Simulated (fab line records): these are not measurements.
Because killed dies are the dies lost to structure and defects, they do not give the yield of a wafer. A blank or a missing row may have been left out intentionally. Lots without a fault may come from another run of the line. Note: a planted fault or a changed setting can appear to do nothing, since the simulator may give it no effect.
fab line records | flow sky130 | part 2 of 2: steps 27 to 37 of 37
record: lots: 5 | wafers: 15 | last_day: 49
route steps=708 shown FIELD_ISO@25 NWELL@32 DNWELL@35 PWDE@45
lots that met no fault: from a run of the same line without faults
start_h: the number of hours between the record's first day and the start of the first shown wafer of the lot | wait_h: hours since the lot's step before | " the same as in the row above | L1.1+2: several wafers, shown together as one row | - no value, or no start was given | * or withheld: withheld | < > ~ a bound
route shown NAME@n: a module of which the file shows steps, and the number in the route of the first | usual: mean and standard deviation over wafers with no fault | same: alike in all rows | chamber/n: place in a boat | sites: each site's reading | _std_site: how widely they spread, as a standard deviation | _edge_site: mean of outer sites minus mean of inner sites | radius_mm: how far each site lies from the wafer's centre | mask NAME#n: copy n | behind: the tool/chamber that last shaped the wafer | hold: the reason the lot was held/the length of the hold in hours/how it ended | device: which transistor (n, p or np) failed to switch | end of line: tests of these same wafers at the route's end | for a step that has no rows: nothing shown but its recipe | killed: at the first sort, the dies lost to defects and structure; wafer yield is something else | map: per-die view of a wafer (x killed, . not killed, _ where there is no die)
set.NAME: the setting that was run; set.NAME@STEP: the one run at that earlier step | model.NAME: the simulator's own value behind a step, which no gauge read
certain route steps with their lots: each step a table, each wafer a row
services: the hour from which a tool's chamber was out of use, counted from the record's first day as start_h (under 0 if before that day), plus the number of hours and why
== steps ==
step: SKY_PWDE_DEVELOP_06
recipe: wall_angle_deg: 90 | developer: TMAH | develop_time_s: 60 | dev_temp_c: 23
usual: exhaust_pa: 45.0/0.83
lot.wafer | tool           | chamber | start_h | wait_h | exhaust_pa
L075.1    | litho_track-01 | 0       | -       | -      | 46.1
L075.3    | "              | 0       | "       | "      | 45.7
L075.5    | "              | 0       | "       | "      | 44.6
L079.1    | litho_track-01 | 0       | -       | -      | 44.4
L079.4    | "              | 0       | "       | "      | 45.1
L079.5    | "              | 0       | "       | "      | 44.9
L080.2    | litho_track-04 | 0       | -       | -      | 43.7
L080.3    | "              | 0       | "       | "      | 44.0
L080.6    | "              | 0       | "       | "      | 46.0
L086.4    | litho_track-02 | 0       | -       | -      | 46.1
L086.5    | "              | 0       | "       | "      | 46.5
L086.6    | "              | 0       | "       | "      | 44.6
L093.3    | litho_track-02 | 0       | -       | -      | 45.3
L093.5    | "              | 0       | "       | "      | 44.7
L093.6    | "              | 0       | "       | "      | 44.7
step: SKY_PWDE_OVL_MEAS_07
usual: PWDE_OVL: -0.5/1.4
lot.wafer | tool       | chamber | start_h | wait_h | PWDE_OVL[nm]
L075.1    | overlay-02 | -       | 75.94   | -      | -1.2
L075.3    | "          | -       | "       | "      | -2.9
L075.5    | "          | -       | "       | "      | -2.3
L079.1    | overlay-02 | -       | 96.34   | -      | -1.8
L079.4    | "          | -       | "       | "      | -3.3
L079.5    | "          | -       | "       | "      | -1.0
L080.2    | overlay-01 | -       | 101.30  | -      | 0.8
L080.3    | "          | -       | "       | "      | 1.9
L080.6    | "          | -       | "       | "      | 1.4
L086.4    | overlay-02 | -       | 134.55  | -      | -1.4
L086.5    | "          | -       | "       | "      | -1.3
L086.6    | "          | -       | "       | "      | -1.4
L093.3    | overlay-01 | -       | 178.34  | -      | 0.0
L093.5    | "          | -       | "       | "      | -1.0
L093.6    | "          | -       | "       | "      | -0.6
step: SKY_PWDE_IMPLANT_08
recipe: species: B | energy_kev: 150 | dose_cm2: 3.6e+12 | tilt_deg: withheld
lot.wafer  | tool         | chamber | start_h | wait_h
L075.1+3+5 | implanter-02 | 0       | 75.98   | 0.0
L079.1+4+5 | implanter-03 | 0       | 96.38   | 0.0
L080.2+3+6 | implanter-03 | 0       | 101.35  | 0.0
L086.4+5+6 | implanter-02 | 0       | 134.64  | 0.1
L093.3+5+6 | implanter-04 | 0       | 178.42  | 0.1
step: SKY_PWDE_STRIP_09
recipe: chemistry: O2/N2 | power_w: 1400 | pressure_mtorr: 1500 | platen_temp_c: withheld | o2_flow_sccm: 3000 | n2_flow_sccm: 300 | overash_fraction: 0.5
usual: drypump_motor_current_A: 5.8/0.42 | n2_flow_sccm: 300.1/0.87 | oes_product_au: 0.723/0.0046 | strip_time_to_endpoint_s: 36.96/0.091
lot.wafer | tool            | chamber | start_h | wait_h | drypump_motor_current_A | n2_flow_sccm | oes_product_au | rf_hours_counter_h | strip_time_to_endpoint_s
L075.1    | plasma_asher-04 | 1       | 76.13   | 0.1    | 6.1                     | 299.3        | 0.723          | 26                 | 37.00
L075.3    | "               | 0       | "       | "      | 6.2                     | 299.2        | 0.717          | -                  | 36.84
L075.5    | "               | 0       | "       | "      | 6.2                     | 299.2        | 0.722          | -                  | 36.84
L079.1    | plasma_asher-01 | 0       | 96.53   | 0.1    | 5.1                     | 299.3        | 0.721          | 42                 | 36.93
L079.4    | "               | 1       | "       | "      | 5.9                     | 301.2        | 0.723          | -                  | 37.02
L079.5    | "               | 1       | "       | "      | 5.9                     | 299.4        | 0.728          | -                  | 37.02
L080.2    | plasma_asher-04 | 0       | 101.48  | 0.1    | 6.2                     | 300.5        | 0.719          | 29                 | 36.73
L080.3    | "               | 0       | "       | "      | 6.2                     | 301.6        | 0.722          | -                  | 36.83
L080.6    | "               | 1       | "       | "      | 6.1                     | 299.7        | 0.723          | -                  | 36.80
L086.4    | plasma_asher-01 | 0       | 134.75  | 0.1    | 5.0                     | 299.2        | 0.722          | -                  | 36.90
L086.5    | "               | 0       | "       | "      | 5.0                     | 298.8        | 0.721          | -                  | 36.94
L086.6    | "               | 1       | "       | "      | 5.9                     | 299.1        | 0.725          | -                  | 37.01
L093.3    | plasma_asher-03 | 1       | 178.55  | 0.1    | 5.6                     | 301.6        | 0.718          | -                  | 36.89
L093.5    | "               | 1       | "       | "      | 5.6                     | 301.3        | 0.730          | -                  | 36.85
L093.6    | "               | 0       | "       | "      | 5.6                     | 301.1        | 0.732          | -                  | 36.81
step: SKY_PWDE_TW_MEAS_10
usual: PWDE_TW: 374/5.1
lot.wafer | tool          | chamber | start_h | wait_h | PWDE_TW
L075.1    | film_metro-01 | -       | 76.23   | 0.1    | 369
L075.3    | "             | -       | "       | "      | 365
L075.5    | "             | -       | "       | "      | 368
L079.1    | film_metro-04 | -       | 96.63   | 0.1    | 375
L079.4    | "             | -       | "       | "      | 375
L079.5    | "             | -       | "       | "      | 375
L080.2    | film_metro-01 | -       | 101.59  | 0.1    | 369
L080.3    | "             | -       | "       | "      | 368
L080.6    | "             | -       | "       | "      | 369
L086.4    | film_metro-02 | -       | 134.85  | 0.1    | 380
L086.5    | "             | -       | "       | "      | 377
L086.6    | "             | -       | "       | "      | 379
L093.3    | film_metro-01 | -       | 178.64  | 0.1    | 369
L093.5    | "             | -       | "       | "      | 369
L093.6    | "             | -       | "       | "      | 370
step: SKY_NWELL_DEHYDRATE_03
recipe: temp_c: 200 | time_s: 60
usual: exhaust_pa: 44.9/0.86
same: time_s: 60
lot.wafer | tool           | chamber | start_h | wait_h | exhaust_pa
L075.1    | litho_track-03 | 0       | 83.78   | 7.5    | 46.4
L075.3    | "              | 0       | "       | "      | 45.3
L075.5    | "              | 0       | "       | "      | 44.8
L079.1    | litho_track-02 | 0       | 105.08  | 8.4    | 44.1
L079.4    | "              | 0       | "       | "      | 45.7
L079.5    | "              | 0       | "       | "      | 44.2
L080.2    | litho_track-03 | 0       | 110.50  | 8.9    | 43.5
L080.3    | "              | 0       | "       | "      | 44.6
L080.6    | "              | 0       | "       | "      | 44.1
L086.4    | litho_track-03 | 0       | 143.75  | 8.9    | 45.4
L086.5    | "              | 0       | "       | "      | 44.8
L086.6    | "              | 0       | "       | "      | 44.9
L093.3    | litho_track-02 | 0       | 187.88  | 9.2    | 45.7
L093.5    | "              | 0       | "       | "      | 44.4
L093.6    | "              | 0       | "       | "      | 44.7
step: SKY_NWELL_HMDS_04
recipe: prime_time_s: 60 | prime_temp_c: 120
usual: exhaust_pa: 44.9/1 | prime_temp_c: 120.00/0.13
lot.wafer | tool           | chamber | start_h | wait_h | exhaust_pa | prime_temp_c
L075.1    | litho_track-03 | 0       | 83.93   | 0.1    | 45.2       | 120.01
L075.3    | "              | 0       | "       | "      | 45.0       | 120.04
L075.5    | "              | 0       | "       | "      | 45.1       | 120.02
L079.1    | litho_track-02 | 0       | 105.23  | 0.1    | 42.9       | 120.04
L079.4    | "              | 0       | "       | "      | 43.6       | 120.08
L079.5    | "              | 0       | "       | "      | 42.7       | 119.95
L080.2    | litho_track-03 | 0       | 110.65  | 0.1    | 44.5       | 120.04
L080.3    | "              | 0       | "       | "      | 44.3       | 119.79
L080.6    | "              | 0       | "       | "      | 42.9       | 119.85
L086.4    | litho_track-03 | 0       | 143.90  | 0.1    | 45.2       | 120.02
L086.5    | "              | 0       | "       | "      | 45.4       | 120.01
L086.6    | "              | 0       | "       | "      | 44.8       | 119.88
L093.3    | litho_track-02 | 0       | 188.03  | 0.1    | 44.6       | 119.87
L093.5    | "              | 0       | "       | "      | 44.5       | 119.84
L093.6    | "              | 0       | "       | "      | 45.0       | 119.92
step: SKY_NWELL_COAT_05
recipe: spin_rpm: 2000 | resist_thk_nm: 3000
usual: exhaust_pa: 44.7/0.82
lot.wafer | tool           | chamber | start_h | wait_h | exhaust_pa
L075.1    | litho_track-03 | 0       | 84.08   | 0.1    | 45.3
L075.3    | "              | 0       | "       | "      | 44.7
L075.5    | "              | 0       | "       | "      | 44.7
L079.1    | litho_track-02 | 0       | 105.38  | 0.1    | 44.1
L079.4    | "              | 0       | "       | "      | 44.4
L079.5    | "              | 0       | "       | "      | 43.2
L080.2    | litho_track-03 | 0       | 110.80  | 0.1    | 44.7
L080.3    | "              | 0       | "       | "      | 45.3
L080.6    | "              | 0       | "       | "      | 45.4
L086.4    | litho_track-03 | 0       | 144.05  | 0.1    | 45.0
L086.5    | "              | 0       | "       | "      | 45.2
L086.6    | "              | 0       | "       | "      | 44.7
L093.3    | litho_track-02 | 0       | 188.18  | 0.1    | 44.1
L093.5    | "              | 0       | "       | "      | 43.4
L093.6    | "              | 0       | "       | "      | 43.5
step: SKY_NWELL_SOFTBAKE_06
recipe: temp_c: 110 | time_s: withheld
usual: exhaust_pa: 45.0/0.94
lot.wafer | tool           | chamber | start_h | wait_h | exhaust_pa
L075.1    | litho_track-03 | 0       | 84.23   | 0.1    | 45.2
L075.3    | "              | 0       | "       | "      | 44.5
L075.5    | "              | 0       | "       | "      | 45.1
L079.1    | litho_track-02 | 0       | 105.53  | 0.1    | 45.0
L079.4    | "              | 0       | "       | "      | 44.3
L079.5    | "              | 0       | "       | "      | 45.5
L080.2    | litho_track-03 | 0       | 110.96  | 0.1    | 44.9
L080.3    | "              | 0       | "       | "      | 46.5
L080.6    | "              | 0       | "       | "      | 45.2
L086.4    | litho_track-03 | 0       | 144.23  | 0.1    | 46.2
L086.5    | "              | 0       | "       | "      | 44.6
L086.6    | "              | 0       | "       | "      | 44.8
L093.3    | litho_track-02 | 0       | 188.35  | 0.1    | 45.6
L093.5    | "              | 0       | "       | "      | 45.1
L093.6    | "              | 0       | "       | "      | 45.6
step: SKY_NWELL_EXPOSE_07
recipe: mask_id: NWM | na: 0.6 | source_shape: conventional | sigma_outer: 0.6 | polarization: unpolarized | target_cd_nm: 840 | dose_mj: 255
usual: focus_offset_nm: 0.1/0.49 | stage_vel_mm_s: 500.05/0.26
lot.wafer | tool             | chamber | start_h | wait_h | mask  | focus_offset_nm | stage_vel_mm_s
L075.1    | iline_stepper-01 | 0       | -       | -      | NWM#0 | 0.4             | 499.98
L075.3    | "                | 0       | "       | "      | NWM#0 | 0.3             | 500.67
L075.5    | "                | 0       | "       | "      | NWM#0 | 0.3             | 500.52
L079.1    | iline_stepper-02 | 0       | -       | -      | NWM#0 | 1.7             | 500.61
L079.4    | "                | 0       | "       | "      | NWM#0 | -0.3            | 500.38
L079.5    | "                | 0       | "       | "      | NWM#0 | 1.2             | 500.44
L080.2    | iline_stepper-02 | 0       | -       | -      | NWM#0 | 0.4             | 499.69
L080.3    | "                | 0       | "       | "      | NWM#0 | -0.1            | 500.10
L080.6    | "                | 0       | "       | "      | NWM#0 | 0.2             | 500.29
L086.4    | iline_stepper-01 | 0       | -       | -      | NWM#0 | 0.5             | 500.37
L086.5    | "                | 0       | "       | "      | NWM#0 | 0.1             | 500.10
L086.6    | "                | 0       | "       | "      | NWM#0 | 0.0             | 499.74
L093.3    | iline_stepper-01 | 0       | -       | -      | NWM#0 | -0.3            | 500.31
L093.5    | "                | 0       | "       | "      | NWM#0 | 0.0             | 500.42
L093.6    | "                | 0       | "       | "      | NWM#0 | 0.5             | 500.32
step: SKY_NWELL_PEB_08
recipe: temp_c: 115 | time_s: withheld
usual: exhaust_pa: 45.0/0.85
lot.wafer | tool           | chamber | start_h | wait_h | exhaust_pa
L075.1    | litho_track-03 | 0       | -       | -      | 44.2
L075.3    | "              | 0       | "       | "      | 43.3
L075.5    | "              | 0       | "       | "      | 43.6
L079.1    | litho_track-02 | 0       | -       | -      | 44.7
L079.4    | "              | 0       | "       | "      | 43.2
L079.5    | "              | 0       | "       | "      | 45.3
L080.2    | litho_track-03 | 0       | -       | -      | 45.6
L080.3    | "              | 0       | "       | "      | 44.8
L080.6    | "              | 0       | "       | "      | 45.1
L086.4    | litho_track-03 | 0       | -       | -      | 43.9
L086.5    | "              | 0       | "       | "      | 44.4
L086.6    | "              | 0       | "       | "      | 43.9
L093.3    | litho_track-03 | 0       | -       | -      | 46.7
L093.5    | "              | 0       | "       | "      | 46.2
L093.6    | "              | 0       | "       | "      | 46.0
== services ==
tool             | chamber | start_h | hours | kind
cmp-02           | -       | 15.53   | 0.9   | repair
hdpcvd-01        | -       | 16.05   | 5.8   | repair
implanter-03     | -       | 22.11   | 2.3   | pm
hdpcvd-01        | 1       | 24.41   | 6.3   | repair
cmp-02           | -       | 35.42   | 0.9   | repair
hdpcvd-01        | 1       | 43.97   | 6.9   | repair
iline_stepper-01 | -       | 50.26   | 6.4   | repair
cmp-02           | -       | 67.79   | 4.0   | pm
wet_bench-03     | -       | 74.72   | 3.5   | repair
iline_stepper-02 | -       | 87.04   | 1.7   | pm
hdpcvd-02        | 2       | 93.20   | 11.1  | repair
implanter-02     | -       | 96.27   | 4.8   | repair
implanter-02     | -       | 101.02  | 4.5   | repair
iline_stepper-01 | -       | 103.84  | 1.7   | pm
implanter-03     | -       | 106.75  | 3.0   | pm
implanter-02     | -       | 114.54  | 4.9   | pm
iline_stepper-02 | -       | 120.67  | 22.4  | repair
plasma_asher-04  | -       | 127.61  | 28.1  | pm
furnace-01       | -       | 147.22  | 3.3   | pm
iline_stepper-01 | -       | 156.37  | 4.4   | pm
hdpcvd-02        | -       | 167.37  | 1.0   | repair
implanter-03     | -       | 181.42  | 1.2   | repair
iline_stepper-02 | -       | 185.66  | 8.9   | pm
cmp-02           | -       | 194.79  | 0.8   | repair
